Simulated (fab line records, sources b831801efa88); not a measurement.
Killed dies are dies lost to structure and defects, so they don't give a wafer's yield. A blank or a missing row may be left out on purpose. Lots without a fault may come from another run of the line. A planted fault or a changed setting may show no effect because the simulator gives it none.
fab line records | flow sky130
record lots=5 wafers=15 last_day=50
route steps=708 shown VIA3@576 METAL4@598 CAP2M@603 PAD_OPEN@708
lots that met no fault: from a run of the same line without faults
start_h: hours from the record's first day to the start of the lot's first wafer shown | wait_h: hours since the lot's step before | " the same as in the row above | L1.1+2: a row that stands for several wafers | - no value, or no start given | * or withheld: withheld | < > ~ a bound
route shown NAME@n: a module of which the file shows steps, and the number in the route of the first | usual: mean/standard deviation of fault-free wafers | same: alike in all rows | chamber/n: place in a boat | sites: the reading at each site | _std_site: their standard deviation | _edge_site: outer sites' mean less inner sites' | radius_mm: how far each site lies from the wafer's centre | mask NAME#n: copy n | behind: the tool/chamber that last shaped the wafer | hold: why the lot was held/for how many hours/how that ended | device: the transistor (n, p or np) that didn't switch | end of line: the same wafers' tests at the end of the route | a step without rows: its recipe alone | killed: dies lost to structure and defects at the first sort, not the wafer's yield | map: a wafer's dies, x killed, . not, _ none there
set.NAME: the setting as run; set.NAME@STEP: as run at that earlier step | model.NAME: the simulator's own value behind a step, which no gauge read
lots at some steps of the route; a table a step, a row a wafer
services: from which hour (start_h, from the record's first day; less than 0 if before it) a tool's chamber was out of use, for how many hours, and why
## steps
# step SKY_VIA3_BOW_MEAS_03
# recipe mode=bow
# usual VIA3_BOW=79/7.7
# columns lot.wafer tool chamber start_h wait_h VIA3_BOW[um]
L490.2 film_metro-03 - 909.94 0.3 72
L490.4 " - " " 74
L490.6 " - " " 72
L492.1 film_metro-01 - 929.57 0.1 69
L492.3 " - " " 70
L492.4 " - " " 81
L498.3 film_metro-03 - 980.20 0.2 77
L498.5 " - " " 76
L498.6 " - " " 65
L501.1 film_metro-04 - 1000.50 0.2 74
L501.2 " - " " 83
L501.3 " - " " 75
L509.1 film_metro-01 - 1048.52 0.1 84
L509.2 " - " " 102
L509.3 " - " " 81
# step SKY_VIA3_DEHYDRATE_04
# recipe temp_c=200 time_s=60
# step SKY_VIA3_HMDS_05
# recipe prime_time_s=60 prime_temp_c=120
# step SKY_VIA3_COAT_06
# recipe resist=BARC temp_c=withheld time_s=withheld spin_rpm=3000 resist_thk_nm=60
# step SKY_VIA3_COAT_07
# recipe resist=KrF-thick spin_rpm=3000 resist_thk_nm=450
# step SKY_VIA3_SOFTBAKE_08
# recipe temp_c=100 time_s=90 resist=KrF-thick
# step SKY_VIA3_EXPOSE_09
# recipe mask_id=VIM3 na=0.8 source_shape=annular sigma_inner=0.55 sigma_outer=0.85 target_cd_nm=200 dose_mj=38
# step SKY_VIA3_PEB_10
# recipe peb_temp_c=withheld peb_time_s=withheld resist=KrF-thick
# step SKY_VIA3_DEVELOP_11
# recipe develop_time_s=60 resist=KrF-thick dev_temp_c=21
# step SKY_VIA3_CD_MEAS_12
# recipe target_cd_nm=200
# usual cd_nm=200.3/1.3
# columns lot.wafer tool chamber start_h wait_h cd_nm
L490.2 cd_sem-02 - 934.57 - 199.4
L490.4 " - " " 200.2
L490.6 " - " " 198.6
L492.1 cd_sem-02 - 953.52 - 202.2
L492.3 " - " " 203.1
L492.4 " - " " 202.8
L498.3 cd_sem-02 - 1003.67 - 200.2
L498.5 " - " " 199.3
L498.6 " - " " 200.4
L501.1 cd_sem-02 - 1023.05 - 199.7
L501.2 " - " " 200.9
L501.3 " - " " 200.1
L509.1 cd_sem-02 - 1070.28 - 197.9
L509.2 " - " " 197.3
L509.3 " - " " 197.9
# step SKY_VIA3_OVL_MEAS_13
# usual VIA3_OVL=0/5.4
# columns lot.wafer tool chamber start_h wait_h VIA3_OVL[nm]
L490.2 overlay-01 - 934.67 0.1 6
L490.4 " - " " 7
L490.6 " - " " 0
L492.1 overlay-01 - 953.64 0.1 -3
L492.3 " - " " 2
L492.4 " - " " 2
L498.3 overlay-02 - 1003.76 0.1 7
L498.5 " - " " 5
L498.6 " - " " 3
L501.1 overlay-02 - 1023.17 0.1 10
L501.2 " - " " 3
L501.3 " - " " 6
L509.1 overlay-01 - 1070.40 0.1 -4
L509.2 " - " " -4
L509.3 " - " " -4
# step SKY_VIA3_ETCH_14
# recipe chemistry=N2/H2 target=BARC ion_energy_ev=200 source_w=500 bias_w=100 pressure_mtorr=30 n2_flow_sccm=100 h2_flow_sccm=200 stop_on=SiO2 time_s=45.9 target_depth_a=600
# step SKY_VIA3_ETCH_15
# recipe target=SiO2 chemistry=C4F8/O2/Ar target_depth_nm=507 stop_on=TiN mask_material=KrF-thick source_w=1500 bias_w=1200 pressure_mtorr=40 c4f8_flow_sccm=withheld O2_flow_sccm=6 Ar_flow_sccm=300 time_s=78
# usual oes_product_au=0.946/0.005
# columns lot.wafer tool chamber start_h wait_h oes_product_au rf_hours_counter_h
L490.2 rie_diel-03 0 934.74 0.0 0.942 17
L490.4 " 1 " " 0.943 12
L490.6 " 0 " " 0.940 -
L492.1 rie_diel-01 3 953.72 0.0 0.948 16
L492.3 " 2 " " 0.936 10
L492.4 " 0 " " 0.939 22
L498.3 rie_diel-01 0 1003.82 0.0 0.946 23
L498.5 " 0 " " 0.944 -
L498.6 " 3 " " 0.938 -
L501.1 rie_diel-04 0 1023.24 0.0 0.944 12
L501.2 " 1 " " 0.950 20
L501.3 " 2 " " 0.951 12
L509.1 rie_diel-03 1 1070.47 0.0 0.943 16
L509.2 " 3 " " 0.946 3
L509.3 " 0 " " 0.950 22
# step SKY_VIA3_STRIP_16
# recipe chemistry=O2/N2 power_w=1400 pressure_mtorr=1500 platen_temp_c=withheld o2_flow_sccm=3000 n2_flow_sccm=300 overash_fraction=0.5
# step SKY_VIA3_STRIP_17
# recipe chemistry=post_etch_residue_remover time_s=1200 temp_c=72.5
# step SKY_VIA3_CLEAN_18
# recipe chemistry=IPA time_s=180 temp_c=25
# step SKY_VIA3_CLEAN_19
# recipe chemistry=O3/DIW dry=n2_spin
# step SKY_VIA3_SPUTTER_20
# recipe material=TiN target_thk_nm=20 chamber_pressure_pa=5 power_w=4000 time_s=80
# step SKY_VIA3_CVD_21
# recipe material=W target_thk_nm=390 time_s=117.31 temp_c=400 pressure_torr=40
# step SKY_VIA3_RS_MEAS_22
# recipe thk_meas_gauge=four-point-probe reads=W_of_VIA3_CVD_21+TiN_of_VIA3_SPUTTER_20
# usual VIA3_W_RS=0.2938/0.0027
# columns lot.wafer tool chamber start_h wait_h VIA3_W_RS[ohm/sq]
L490.2 film_metro-01 - 935.60 0.1 0.2924
L490.4 " - " " 0.2998
L490.6 " - " " 0.2932
L492.1 film_metro-03 - 954.59 0.1 0.2943
L492.3 " - " " 0.2901
L492.4 " - " " 0.2917
L498.3 film_metro-01 - 1005.04 0.1 0.2954
L498.5 " - " " 0.2958
L498.6 " - " " 0.2943
L501.1 film_metro-03 - 1024.08 0.1 0.2930
L501.2 " - " " 0.2908
L501.3 " - " " 0.2931
L509.1 film_metro-03 - 1071.31 0.1 0.2964
L509.2 " - " " 0.2976
L509.3 " - " " 0.2984
# step SKY_VIA3_THK_MEAS_23
# recipe thk_meas_gauge=xrf reads=W_of_VIA3_CVD_21
# usual VIA3_W_THK=368/7
# columns lot.wafer tool chamber start_h wait_h VIA3_W_THK[nm]
L490.2 film_metro-01 - 935.71 0.1 364
L490.4 " - " " 355
L490.6 " - " " 365
L492.1 film_metro-03 - 954.71 0.1 371
L492.3 " - " " 377
L492.4 " - " " 373
L498.3 film_metro-01 - 1005.14 0.1 357
L498.5 " - " " 358
L498.6 " - " " 357
L501.1 film_metro-03 - 1024.20 0.1 373
L501.2 " - " " 376
L501.3 " - " " 376
L509.1 film_metro-03 - 1071.43 0.1 372
L509.2 " - " " 373
L509.3 " - " " 371
# step SKY_VIA3_CMP_24
# recipe stop_on=SiO2 t_overpolish_s=20 down_force_psi=3.5 platen_rpm=60 target_thk_nm=0 pad_velocity_m_s=0.94248
# step SKY_METAL4_SPUTTER_00
# recipe material=Ti target_thk_nm=15 power_w=3000 time_s=9.726 chamber_pressure_pa=0.4
# usual throttle_valve_pct=30.1/0.92
# columns lot.wafer tool chamber start_h wait_h throttle_valve_pct
L490.2 pvd_sputter-04 - 936.26 0.2 30.9
L490.4 " - " " 29.7
L490.6 " - " " 30.9
L492.1 pvd_sputter-04 - 955.07 0.2 30.2
L492.3 " - " " 28.5
L492.4 " - " " 29.9
L498.3 pvd_sputter-03 - 1005.48 0.2 29.6
L498.5 " - " " 29.2
L498.6 " - " " 30.9
L501.1 pvd_sputter-03 - 1024.56 0.1 31.1
L501.2 " - " " 30.1
L501.3 " - " " 29.5
L509.1 pvd_sputter-03 - 1072.11 0.2 30.1
L509.2 " - " " 29.7
L509.3 " - " " 30.9
# step SKY_METAL4_SPUTTER_01
# recipe material=TiN target_thk_nm=20 power_w=6500 time_s=16.7 chamber_pressure_pa=0.4
# usual throttle_valve_pct=30.1/0.93
# columns lot.wafer tool chamber start_h wait_h throttle_valve_pct
L490.2 pvd_sputter-04 - 936.28 0.0 31.1
L490.4 " - " " 29.9
L490.6 " - " " 30.5
L492.1 pvd_sputter-04 - 955.09 0.0 30.3
L492.3 " - " " 28.2
L492.4 " - " " 29.8
L498.3 pvd_sputter-03 - 1005.50 0.0 29.7
L498.5 " - " " 29.3
L498.6 " - " " 30.9
L501.1 pvd_sputter-03 - 1024.58 0.0 31.1
L501.2 " - " " 30.1
L501.3 " - " " 29.6
L509.1 pvd_sputter-03 - 1072.13 0.0 30.1
L509.2 " - " " 29.4
L509.3 " - " " 30.9
# step SKY_METAL4_SPUTTER_02
# recipe material=AlCu target_thk_nm=735 power_w=10600 time_s=39.1 chamber_pressure_pa=0.4
# usual throttle_valve_pct=30.1/0.91
# columns lot.wafer tool chamber start_h wait_h throttle_valve_pct
L490.2 pvd_sputter-04 - 936.31 0.0 30.7
L490.4 " - " " 29.8
L490.6 " - " " 30.5
L492.1 pvd_sputter-04 - 955.12 0.0 30.4
L492.3 " - " " 28.3
L492.4 " - " " 29.9
L498.3 pvd_sputter-03 - 1005.53 0.0 29.6
L498.5 " - " " 29.5
L498.6 " - " " 31.2
L501.1 pvd_sputter-03 - 1024.61 0.0 30.9
L501.2 " - " " 29.8
L501.3 " - " " 29.7
L509.1 pvd_sputter-03 - 1072.16 0.0 29.9
L509.2 " - " " 29.7
L509.3 " - " " 31.1
# step SKY_METAL4_SPUTTER_03
# recipe material=Ti target_thk_nm=5 power_w=3000 time_s=3.3 chamber_pressure_pa=0.4
# usual throttle_valve_pct=30.0/0.93
# columns lot.wafer tool chamber start_h wait_h throttle_valve_pct
L490.2 pvd_sputter-04 - 936.35 0.0 30.8
L490.4 " - " " 29.7
L490.6 " - " " 30.8
L492.1 pvd_sputter-04 - 955.16 0.0 30.2
L492.3 " - " " 28.2
L492.4 " - " " 30.0
L498.3 pvd_sputter-03 - 1005.57 0.0 29.8
L498.5 " - " " 29.5
L498.6 " - " " 31.2
L501.1 pvd_sputter-03 - 1024.65 0.0 30.9
L501.2 " - " " 29.8
L501.3 " - " " 29.6
L509.1 pvd_sputter-03 - 1072.19 0.0 29.8
L509.2 " - " " 29.6
L509.3 " - " " 31.0
# step SKY_METAL4_SPUTTER_04
# recipe material=TiN target_thk_nm=70 power_w=6500 time_s=58.3 chamber_pressure_pa=0.4
# usual throttle_valve_pct=30.1/0.92
# columns lot.wafer tool chamber start_h wait_h throttle_valve_pct
L490.2 pvd_sputter-04 - 936.36 0.0 30.9
L490.4 " - " " 29.7
L490.6 " - " " 30.9
L492.1 pvd_sputter-04 - 955.17 0.0 30.4
L492.3 " - " " 28.1
L492.4 " - " " 29.7
L498.3 pvd_sputter-03 - 1005.59 0.0 29.7
L498.5 " - " " 29.5
L498.6 " - " " 31.1
L501.1 pvd_sputter-03 - 1024.67 0.0 31.1
L501.2 " - " " 30.0
L501.3 " - " " 30.1
L509.1 pvd_sputter-03 - 1072.21 0.0 30.2
L509.2 " - " " 29.7
L509.3 " - " " 31.1
# step SKY_CAP2M_CVD_00
# recipe material=SiO2 target_thk_nm=15.5 temp_c=400 time_s=withheld rf_w=450
# step SKY_CAP2M_THK_MEAS_01
# recipe reads=SiO2_of_CAP2M_CVD_00
# usual CAP2M_CVD_00_THK=15.57/0.24
# columns lot.wafer tool chamber start_h wait_h CAP2M_CVD_00_THK[nm]
L490.2 film_metro-03 - 936.46 - 15.52
L490.4 " - " " 16.21
L490.6 " - " " 16.02
L492.1 film_metro-01 - 955.24 - 15.33
L492.3 " - " " 15.42
L492.4 " - " " 15.54
L498.3 film_metro-01 - 1005.68 - 15.57
L498.5 " - " " 15.55
L498.6 " - " " 15.70
L501.1 film_metro-02 - 1024.74 - 15.48
L501.2 " - " " 15.62
L501.3 " - " " 15.61
L509.1 film_metro-01 - 1072.28 - 15.21
L509.2 " - " " 15.16
L509.3 " - " " 15.19
# step SKY_CAP2M_SPUTTER_02
# recipe material=TiN target_thk_nm=200 temp_c=300 power_w=6500 time_s=166.7 chamber_pressure_pa=0.4
# step SKY_CAP2M_RS_MEAS_03
# recipe thk_meas_gauge=four-point-probe reads=TiN_of_CAP2M_SPUTTER_02
# usual CAP2M_TIN_RS=6.93/0.067
# columns lot.wafer tool chamber start_h wait_h CAP2M_TIN_RS[ohm/sq]
L490.2 film_metro-02 - 936.63 0.1 7.02
L490.4 " - " " 7.07
L490.6 " - " " 6.97
L492.1 film_metro-03 - 955.41 0.1 6.99
L492.3 " - " " 7.02
L492.4 " - " " 7.01
L498.3 film_metro-03 - 1005.87 0.1 6.94
L498.5 " - " " 6.96
L498.6 " - " " 6.92
L501.1 film_metro-01 - 1024.91 0.1 6.95
L501.2 " - " " 6.96
L501.3 " - " " 6.93
L509.1 film_metro-01 - 1072.45 0.1 6.91
L509.2 " - " " 6.95
L509.3 " - " " 6.85
# step SKY_CAP2M_THK_MEAS_04
# recipe thk_meas_gauge=xrf reads=TiN_of_CAP2M_SPUTTER_02
# usual CAP2M_TIN_THK=197.3/2.3
# columns lot.wafer tool chamber start_h wait_h CAP2M_TIN_THK[nm]
L490.2 film_metro-02 - 936.74 0.1 195.6
L490.4 " - " " 195.9
L490.6 " - " " 198.0
L492.1 film_metro-03 - 955.53 0.1 193.9
L492.3 " - " " 194.3
L492.4 " - " " 194.5
L498.3 film_metro-03 - 1005.97 0.1 197.2
L498.5 " - " " 198.0
L498.6 " - " " 198.3
L501.1 film_metro-01 - 1025.03 0.1 195.5
L501.2 " - " " 194.8
L501.3 " - " " 196.0
L509.1 film_metro-01 - 1072.57 0.1 197.3
L509.2 " - " " 196.6
L509.3 " - " " 199.0
# step SKY_CAP2M_DEHYDRATE_05
# recipe temp_c=200 time_s=60
# step SKY_CAP2M_HMDS_06
# recipe prime_time_s=60 prime_temp_c=120
# step SKY_CAP2M_COAT_07
# recipe resist=NOVOLAK spin_rpm=3000 resist_thk_nm=1140
# step SKY_CAP2M_SOFTBAKE_08
# recipe temp_c=90 time_s=60 resist=NOVOLAK
# step SKY_CAP2M_EXPOSE_09
# recipe mask_id=CAP2M na=0.6 source_shape=conventional sigma_outer=0.6 polarization=unpolarized target_cd_nm=1000 dose_mj=159
# step SKY_CAP2M_PEB_10
# recipe temp_c=withheld time_s=* resist=NOVOLAK
# step SKY_CAP2M_DEVELOP_11
# recipe resist=NOVOLAK developer=TMAH develop_time_s=60 dev_temp_c=23
# step SKY_CAP2M_OVL_MEAS_12
# usual CAP2M_OVL=-0.9/1.5
# columns lot.wafer tool chamber start_h wait_h CAP2M_OVL[nm]
L490.2 overlay-01 - 960.93 0.1 -1.5
L490.4 " - " " -0.3
L490.6 " - " " -3.0
L492.1 overlay-01 - 979.71 0.1 -2.4
L492.3 " - " " -3.0
L492.4 " - " " -2.6
L498.3 overlay-01 - 1028.68 0.1 -4.7
L498.5 " - " " -1.7
L498.6 " - " " -2.6
L501.1 overlay-01 - 1047.12 0.1 -1.4
L501.2 " - " " -0.7
L501.3 " - " " -1.5
L509.1 overlay-01 - 1091.78 0.1 -2.0
L509.2 " - " " -2.8
L509.3 " - " " -3.4
# step SKY_CAP2M_METAL_ETCH_13
# recipe target_depth_nm=220 stop_on=SiO2 chemistry=Cl2/BCl3 target=TiN pressure_mtorr=10 icp_w=900 bias_w=48.5 Cl2_flow_sccm=60 bcl3_flow_sccm=30 time_s=62.9
# step SKY_CAP2M_STRIP_14
# recipe chemistry=O2/N2 power_w=1400 pressure_mtorr=1500 platen_temp_c=withheld o2_flow_sccm=3000 n2_flow_sccm=300 overash_fraction=0.5
# step SKY_PAD_OPEN_PROBE_99
# usual defect_limited_yield=82.6/2 killed_at_M0_to_M3=43/7.6 killed_at_M4_up=2.9/1.9 killed_at_contacts=24/5 killed_at_front_end=15/4.3 killed_at_other=0.3/0.54 killed_dies=85/10 killed_open=47/7 killed_short=38/6.4 sort_bin_3_pad_short=0.8/0.4 sort_bin_5_function=10.3/1.6 sort_bin_6_memory=6.2/1.1 sort_n_pass=407/10 sort_yield_pct=82.6/2
# same gross_dies=492 killed_at_back_side=0 sort_bin_4_leakage[%]=0 sort_bin_8_speed[%]=0
# columns lot.wafer tool chamber start_h wait_h defect_limited_yield[%] killed_at_M0_to_M3 killed_at_M4_up killed_at_contacts killed_at_front_end killed_at_other killed_dies killed_open killed_short sort_bin_3_pad_short[%] sort_bin_5_function[%] sort_bin_6_memory[%] sort_n_pass sort_yield_pct[%] model.etest.tester.sort_n_pass model.etest.tester.sort_yield_pct model.etest.tester.sort_bin_5_pct model.etest.tester.sort_bin_3_pct
L490.2 prober-01 - 1081.23 0.1 83.1 38 4 24 17 0 83 40 43 1.2 10.8 4.9 409 83.1 409 83.13 10.77 1.22
L490.4 prober-01 - 1081.33 0.2 82.9 34 4 27 18 1 84 39 45 0.4 11.0 5.7 408 82.9 408 82.93 10.98 0.4065
L490.6 prober-01 - 1081.43 0.2 78.7 45 5 32 23 0 105 49 56 1.0 12.0 8.3 387 78.7 387 78.66 11.99 1.016
L492.1 prober-01 - 1098.47 0.1 83.3 32 6 32 12 0 82 50 32 0.8 9.8 6.1 410 83.3 410 83.33 9.756 0.813
L492.3 prober-01 - 1098.57 0.2 82.7 40 1 32 11 1 85 49 36 0.6 11.0 5.7 407 82.7 407 82.72 10.98 0.6098
L492.4 prober-01 - 1098.62 0.2 81.9 42 8 29 10 0 89 42 47 1.4 10.0 6.7 403 81.9 403 81.91 9.959 1.423
L498.3 prober-02 - 1140.16 0.2 86.0 36 0 17 16 0 69 33 36 0.4 9.6 4.1 423 86.0 423 85.98 9.553 0.4065
L498.5 prober-02 - 1140.26 0.2 80.7 47 2 21 24 1 95 45 50 0.6 12.6 6.1 397 80.7 397 80.69 12.6 0.6098
L498.6 prober-02 - 1140.31 0.2 81.7 56 1 12 21 0 90 49 41 0.4 10.6 7.3 402 81.7 402 81.71 10.57 0.4065
L509.1 prober-02 - 1190.77 0.1 72.6 87 2 34 12 0 135 47 40 2.8 17.3 7.3 357 72.6 357 72.56 17.28 2.846
L509.2 prober-02 - 1190.82 0.1 82.1 45 4 25 14 0 88 55 33 0.6 11.2 6.1 404 82.1 404 82.11 11.18 0.6098
L509.3 prober-02 - 1190.87 0.2 78.9 57 2 34 11 0 104 54 50 0.8 12.4 7.9 388 78.9 388 78.86 12.4 0.813
# killed by level:class
L490.2 LI_CONTACT:geometric_particle:open=9 VIA2:geometric_particle:open=8 FIELD_ISO:geometric_particle:short=7 METAL2:geometric_particle:short=6 VIA1:geometric_particle:short=5 LOCAL_INTERCONNECT:geometric_particle:short=5 VIA1:geometric_particle:open=5 METAL3:geometric_particle:short=5
L490.4 CONTACT:geometric_particle:open=10 VIA1:geometric_particle:open=8 POLY_GATE:geometric_particle:short=7 LI_CONTACT:geometric_particle:open=7 CONTACT:geometric_particle:short=7 FIELD_ISO:geometric_particle:short=5 VIA1:geometric_particle:short=5 METAL1:geometric_particle:short=5
L490.6 CONTACT:geometric_particle:open=12 VIA1:geometric_particle:open=11 CONTACT:geometric_particle:short=9 POLY_GATE:geometric_particle:short=8 VIA2:geometric_particle:open=7 METAL1:geometric_particle:short=6 FIELD_ISO:geometric_particle:short=5 LI_CONTACT:geometric_particle:open=5
L492.1 CONTACT:geometric_particle:open=12 VIA3:geometric_particle:open=8 LI_CONTACT:geometric_particle:open=8 VIA2:geometric_particle:open=8 VIA1:geometric_particle:open=6 POLY_GATE:geometric_particle:short=4 LI_CONTACT:geometric_particle:short=4 CONTACT:geometric_particle:short=4
L492.3 CONTACT:geometric_particle:open=13 VIA1:geometric_particle:open=9 LI_CONTACT:geometric_particle:open=6 METAL1:geometric_particle:short=5 CONTACT:geometric_particle:short=5 METAL1:geometric_particle:open=4 LI_CONTACT:geometric_particle:short=4 LOCAL_INTERCONNECT:geometric_particle:short=4
L492.4 VIA1:geometric_particle:open=9 CONTACT:geometric_particle:open=9 LI_CONTACT:geometric_particle:open=8 METAL4:geometric_particle:short=6 LOCAL_INTERCONNECT:geometric_particle:short=6 METAL3:geometric_particle:short=6 VIA3:geometric_particle:open=5 LI_CONTACT:geometric_particle:short=4
L498.3 VIA1:geometric_particle:open=9 METAL1:geometric_particle:short=8 LI_CONTACT:geometric_particle:open=7 VIA2:geometric_particle:short=5 VIA1:geometric_particle:short=5 LOCAL_INTERCONNECT:geometric_particle:short=4 FIELD_ISO:geometric_particle:short=3 CONTACT:geometric_particle:open=3
L498.5 VIA1:geometric_particle:open=11 LI_CONTACT:geometric_particle:open=9 FIELD_ISO:geometric_particle:short=7 POLY_GATE:geometric_particle:short=7 METAL2:geometric_particle:short=7 METAL1:geometric_particle:short=6 VIA2:geometric_particle:short=5 VIA3:geometric_particle:open=5
L498.6 VIA1:geometric_particle:open=11 METAL1:geometric_particle:short=7 VIA3:geometric_particle:open=7 FIELD_ISO:geometric_particle:open=6 FIELD_ISO:geometric_particle:short=6 VIA2:geometric_particle:open=6 VIA1:geometric_particle:short=6 METAL2:geometric_particle:open=5
L509.1 VIA3:unspecified=48 CONTACT:geometric_particle:open=14 LI_CONTACT:geometric_particle:open=7 VIA1:geometric_particle:open=7 VIA3:geometric_particle:open=7 LOCAL_INTERCONNECT:geometric_particle:short=6 METAL1:geometric_particle:short=5 CONTACT:geometric_particle:short=4
L509.2 CONTACT:geometric_particle:open=11 VIA2:geometric_particle:open=8 VIA1:geometric_particle:open=7 LI_CONTACT:geometric_particle:open=6 VIA3:geometric_particle:open=6 FIELD_ISO:geometric_particle:open=5 METAL1:geometric_particle:short=5 METAL2:geometric_particle:short=5
L509.3 CONTACT:geometric_particle:open=13 VIA1:geometric_particle:open=11 METAL2:geometric_particle:short=9 VIA2:geometric_particle:open=8 LI_CONTACT:geometric_particle:open=7 VIA3:geometric_particle:open=7 LI_CONTACT:geometric_particle:short=6 CONTACT:geometric_particle:short=6
# map L509.1 (x killed, . not)
__________....x...x._________
________x.......xx...x_______
______xx................_____
_____..x.....x...........____
____.x..x.................___
___.x.x.x.x......x..x......__
__..xx.x..x...xx.x.x......x._
_.....x........x..........xx.
_.............xxx...x........
_.x.xx..x.x............x...x.
_....x...x.......x...x.......
_..xxxxx..x......x..x..x..x..
_x..xxxxxxxxx.x......x.......
_...xxxxxxxxx.....x...x....x.
_...xxxxxxxxx..........x...x.
__..xxxxxxxxx.x..x.........x_
___...xxxxxx..x..x.x..x..x.__
____.x..xxxx.......x.x....___
_____..x........x.x...x..____
______.xxx.x.x..x..xx..._____
________x............._______
__________.....x...._________
# map L490.6 (x killed, . not)
__________.........x_________
________.x..x..x......_______
______......x...x.x...x._____
_____.x...x...x..x.....x.____
____xxx.....x.xx..x.......___
___.....x.x.........xx..x..__
__x.xx......x...........x..._
_..x...........x..x.........x
_...xx......x.....x...x...x..
_........x...x.x.xx.x....xx..
_..........x.................
_.....x.......x.xx..x........
_....x...x......x....x...x..x
_..x........x..x.............
_................x...........
__.......x.xx....x.....x...x_
___.x.xx.x.x....xx.x.x....x__
____.x.x.....x....x....xxx___
_____...xx.....x.x..x....____
______..x......x..x.x..._____
________..x.x....xxx.._______
__________..xx....xx_________
## services
# columns tool chamber start_h hours kind
rie_diel-03 0 923.31 7.5 repair
rie_diel-01 1 930.33 10.4 repair
rie_diel-03 - 940.15 0.3 repair
rie_diel-01 2 941.44 3.8 repair
rie_diel-03 2 944.49 10.2 repair
pvd_sputter-03 - 963.24 2.3 repair
pvd_sputter-03 - 963.60 0.6 repair
rie_diel-03 3 964.08 - clean
rie_diel-03 3 964.08 - consumable_replace:showerhead
rie_diel-03 3 964.08 16.3 scheduled_down
rie_diel-03 3 964.08 16.3 vent_cycle
rie_diel-03 2 996.65 6.9 repair
rie_diel-04 2 1014.35 3.0 repair
pvd_sputter-04 - 1016.84 0.5 repair
rie_diel-04 2 1031.03 4.7 repair
rie_diel-04 0 1045.78 10.8 repair
pvd_sputter-04 0 1050.96 - consumable_replace:kit
pvd_sputter-04 0 1050.96 18.0 scheduled_down
pvd_sputter-04 0 1050.96 18.0 vent_cycle
rie_diel-01 3 1056.44 7.9 repair
pvd_sputter-03 1 1063.43 - consumable_replace:kit
pvd_sputter-03 1 1063.43 18.0 scheduled_down
pvd_sputter-03 1 1063.43 18.0 vent_cycle
rie_diel-04 3 1067.45 23.5 repair
## key
first_sign step=SKY_PAD_OPEN_PROBE_99 reading=killed_at_M0_to_M3 direction=up sigmas=5.8 usual=43 struck=87
effect step=SKY_PAD_OPEN_PROBE_99 reading=sort_bin_3_pad_short direction=up sigmas=5.1 usual=0.8 struck=2.8
model_effect step=SKY_PAD_OPEN_PROBE_99 value=etest.tester.sort_n_pass without=400 struck=357
met_at SKY_VIA3_ETCH_15
struck_wafers L509.1
onset_between 934.74 1070.47
fault kind=chamber_particle_source tool=rie_diel-03 chamber=1 onset_h=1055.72 steps=SKY_VIA3_ETCH_15 rate_per_visit_cm2=0.79996 end_h=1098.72
